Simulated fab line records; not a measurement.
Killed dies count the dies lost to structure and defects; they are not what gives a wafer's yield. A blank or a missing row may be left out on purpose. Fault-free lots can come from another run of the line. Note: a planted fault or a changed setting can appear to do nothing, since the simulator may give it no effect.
Which tool was responsible? || flow sky130 || 11 lots with 33 wafers sampled at 4 steps, on a route of 708 steps

== WHAT THE GAUGES READ, wafer by wafer ==
SKY_CONTACT_THK_MEAS_03. Usual: CONTACT_HDPCVD_THK 563 nm, standard deviation 6.2.
{"lot": "L540", "measured": "day 30 06:38", "on": "film-metro-04", "CONTACT_HDPCVD_THK (nm)": "559 565 555", "flag": ""}
{"lot": "L541", "measured": "day 30 21:32", "on": "film-metro-01", "CONTACT_HDPCVD_THK (nm)": "564 567 560", "flag": ""}
{"lot": "L543", "measured": "day 31 10:37", "on": "film-metro-02", "CONTACT_HDPCVD_THK (nm)": "572 560 565", "flag": ""}
{"lot": "L544", "measured": "day 31 19:10", "on": "film-metro-02", "CONTACT_HDPCVD_THK (nm)": "570 568 564", "flag": ""}
{"lot": "L546", "measured": "day 32 17:49", "on": "film-metro-01", "CONTACT_HDPCVD_THK (nm)": "557 749 756 557 750 756", "flag": "OFF"}
{"lot": "L552", "measured": "day 35 08:51", "on": "film-metro-02", "CONTACT_HDPCVD_THK (nm)": "549 562 554", "flag": ""}
{"lot": "L556", "measured": "day 36 01:53", "on": "film-metro-04", "CONTACT_HDPCVD_THK (nm)": "564 558 558", "flag": ""}
{"lot": "L558", "measured": "day 37 01:36", "on": "film-metro-04", "CONTACT_HDPCVD_THK (nm)": "567 563 567", "flag": ""}
{"lot": "L560", "measured": "day 37 09:46", "on": "film-metro-01", "CONTACT_HDPCVD_THK (nm)": "574 565 559", "flag": ""}
{"lot": "L561", "measured": "day 37 10:21", "on": "film-metro-02", "CONTACT_HDPCVD_THK (nm)": "573 565 566", "flag": ""}
{"lot": "L562", "measured": "day 37 13:49", "on": "film-metro-01", "CONTACT_HDPCVD_THK (nm)": "562 568 573", "flag": ""}

SKY_CONTACT_BOW_MEAS_05. Usual: CONTACT_BOW 83 um, standard deviation 7.2.
{"lot": "L540", "measured": "day 30 06:59", "on": "film-metro-04", "CONTACT_BOW (um)": "81 78 90", "flag": ""}
{"lot": "L541", "measured": "day 30 21:55", "on": "film-metro-02", "CONTACT_BOW (um)": "66 69 77", "flag": ""}
{"lot": "L543", "measured": "day 31 10:58", "on": "film-metro-04", "CONTACT_BOW (um)": "76 82 79", "flag": ""}
{"lot": "L544", "measured": "day 31 19:32", "on": "film-metro-04", "CONTACT_BOW (um)": "85 88 98", "flag": ""}
{"lot": "L546", "measured": "day 33 01:13", "on": "film-metro-04", "CONTACT_BOW (um)": "83 85 94", "flag": ""}
{"lot": "L552", "measured": "day 35 09:13", "on": "film-metro-01", "CONTACT_BOW (um)": "90 81 80", "flag": ""}
{"lot": "L556", "measured": "day 36 02:15", "on": "film-metro-01", "CONTACT_BOW (um)": "81 87 93", "flag": ""}
{"lot": "L558", "measured": "day 37 01:58", "on": "film-metro-01", "CONTACT_BOW (um)": "75 93 82", "flag": ""}
{"lot": "L560", "measured": "day 37 10:08", "on": "film-metro-04", "CONTACT_BOW (um)": "90 75 79", "flag": ""}
{"lot": "L561", "measured": "day 37 10:43", "on": "film-metro-04", "CONTACT_BOW (um)": "85 85 88", "flag": ""}
{"lot": "L562", "measured": "day 37 14:11", "on": "film-metro-02", "CONTACT_BOW (um)": "82 82 83", "flag": ""}

== TOOL THAT RAN EACH LOT (tool first, then ch and the chambers of the sampled wafers, then the start) ==
{"lot": "L540", "SKY_CONTACT_HDPCVD_02": "hdpcvd-01 ch 1,2, day 30 06:34", "SKY_CONTACT_CMP_04": "cmp-01 ch 0,1,3, day 30 06:47"}
{"lot": "L541", "SKY_CONTACT_HDPCVD_02": "hdpcvd-01 ch 0,1, day 30 21:28", "SKY_CONTACT_CMP_04": "cmp-01 ch 0,1,2, day 30 21:41"}
{"lot": "L543", "SKY_CONTACT_HDPCVD_02": "hdpcvd-01 ch 0,1,2, day 31 10:32", "SKY_CONTACT_CMP_04": "cmp-01 ch 0,1,3, day 31 10:40"}
{"lot": "L544", "SKY_CONTACT_HDPCVD_02": "hdpcvd-01 ch 0,2, day 31 19:06", "SKY_CONTACT_CMP_04": "cmp-02 ch 0,2,3, day 31 19:14"}
{"lot": "L546", "SKY_CONTACT_HDPCVD_02": "hdpcvd-01 ch 0,1,2, day 32 17:44", "SKY_CONTACT_CMP_04": "cmp-01 ch 2,3, day 33 00:54"}
{"lot": "L552", "SKY_CONTACT_HDPCVD_02": "hdpcvd-02 ch 1,2, day 35 08:47", "SKY_CONTACT_CMP_04": "cmp-01 ch 0,2, day 35 08:58"}
{"lot": "L556", "SKY_CONTACT_HDPCVD_02": "hdpcvd-01 ch 1,2, day 36 01:49", "SKY_CONTACT_CMP_04": "cmp-01 ch 1,2,3, day 36 01:57"}
{"lot": "L558", "SKY_CONTACT_HDPCVD_02": "hdpcvd-01 ch 0,1,2, day 37 01:32", "SKY_CONTACT_CMP_04": "cmp-02 ch 0,1, day 37 01:40"}
{"lot": "L560", "SKY_CONTACT_HDPCVD_02": "hdpcvd-02 ch 0,1,2, day 37 09:42", "SKY_CONTACT_CMP_04": "cmp-02 ch 1,2, day 37 09:53"}
{"lot": "L561", "SKY_CONTACT_HDPCVD_02": "hdpcvd-01 ch 1,2, day 37 10:17", "SKY_CONTACT_CMP_04": "cmp-01 ch 2,3, day 37 10:28"}
{"lot": "L562", "SKY_CONTACT_HDPCVD_02": "hdpcvd-01 ch 0,1,2, day 37 13:45", "SKY_CONTACT_CMP_04": "cmp-02 ch 2,3, day 37 13:53"}
- SKY_CONTACT_HDPCVD_02: deposits SiO2, target thk 565 nm, time 94.2 s.
- SKY_CONTACT_CMP_04: polishes SiO2.

== WHAT THE TOOLS THEMSELVES READ (means of the sampled wafers that have a number; where no wafer has one, the mark that the record gives instead) ==
SKY_CONTACT_CMP_04. Usual: edge-zone-pressure-frac 0.999, standard deviation 0.0049; motor-current-A 11.6 A, standard deviation 0.78; time-to-endpoint-s 79 s, standard deviation 4.3.
{"lot": "L540", "tool": "cmp-01", "edge-zone-pressure-frac": 0.999, "motor-current-A (A)": 11.4, "time-to-endpoint-s (s)": 80, "flag": ""}
{"lot": "L541", "tool": "cmp-01", "edge-zone-pressure-frac": 0.999, "motor-current-A (A)": 11.4, "time-to-endpoint-s (s)": 79, "flag": ""}
{"lot": "L543", "tool": "cmp-01", "edge-zone-pressure-frac": 1.004, "motor-current-A (A)": 11.6, "time-to-endpoint-s (s)": 83, "flag": ""}
{"lot": "L544", "tool": "cmp-02", "edge-zone-pressure-frac": 1.001, "motor-current-A (A)": 11.5, "time-to-endpoint-s (s)": 79, "flag": ""}
{"lot": "L546", "tool": "cmp-01", "edge-zone-pressure-frac": 0.994, "motor-current-A (A)": 12.6, "time-to-endpoint-s (s)": 127, "flag": "OFF"}
{"lot": "L552", "tool": "cmp-01", "edge-zone-pressure-frac": 1.007, "motor-current-A (A)": 12.0, "time-to-endpoint-s (s)": 72, "flag": ""}
{"lot": "L556", "tool": "cmp-01", "edge-zone-pressure-frac": 1.001, "motor-current-A (A)": 12.0, "time-to-endpoint-s (s)": 81, "flag": ""}
{"lot": "L558", "tool": "cmp-02", "edge-zone-pressure-frac": 0.995, "motor-current-A (A)": 11.4, "time-to-endpoint-s (s)": 79, "flag": ""}
{"lot": "L560", "tool": "cmp-02", "edge-zone-pressure-frac": 1.002, "motor-current-A (A)": 11.6, "time-to-endpoint-s (s)": 78, "flag": ""}
{"lot": "L561", "tool": "cmp-01", "edge-zone-pressure-frac": 1.003, "motor-current-A (A)": 12.4, "time-to-endpoint-s (s)": 83, "flag": ""}
{"lot": "L562", "tool": "cmp-02", "edge-zone-pressure-frac": 0.997, "motor-current-A (A)": 11.5, "time-to-endpoint-s (s)": 79, "flag": ""}

== THE ANSWER, worked out from the rows above alone ==
Rule: take the mean of a lot's wafers that have a number; if it is more than 3 standard deviations from the usual mean, the lot is off. A lot without any number at a reading at which 4 lots or more have one is off too. Any other lot the step has rows for is counted as sound. After the gauges, taken in route order, come the tools' own readings; for these a lot's mean is taken, as printed above. The first step at which some lot is off is used, and at that step the reading that is off furthest; a lot without a number counts as furthest.
Off: L546, seen at SKY_CONTACT_THK_MEAS_03 (CONTACT_HDPCVD_THK).
If a tool, at a process step before that reading, ran all the lots that are off and no sound lot after the first of them, it fits. The gauges at SKY_CONTACT_THK_MEAS_03 aren't tried: what is off there is off at SKY_CONTACT_CMP_04 too, on other tools, and a gauge's error can't cause that. Not one of the candidates tried fits.

== WHAT WAS PUT IN BY THE SIMULATOR ==
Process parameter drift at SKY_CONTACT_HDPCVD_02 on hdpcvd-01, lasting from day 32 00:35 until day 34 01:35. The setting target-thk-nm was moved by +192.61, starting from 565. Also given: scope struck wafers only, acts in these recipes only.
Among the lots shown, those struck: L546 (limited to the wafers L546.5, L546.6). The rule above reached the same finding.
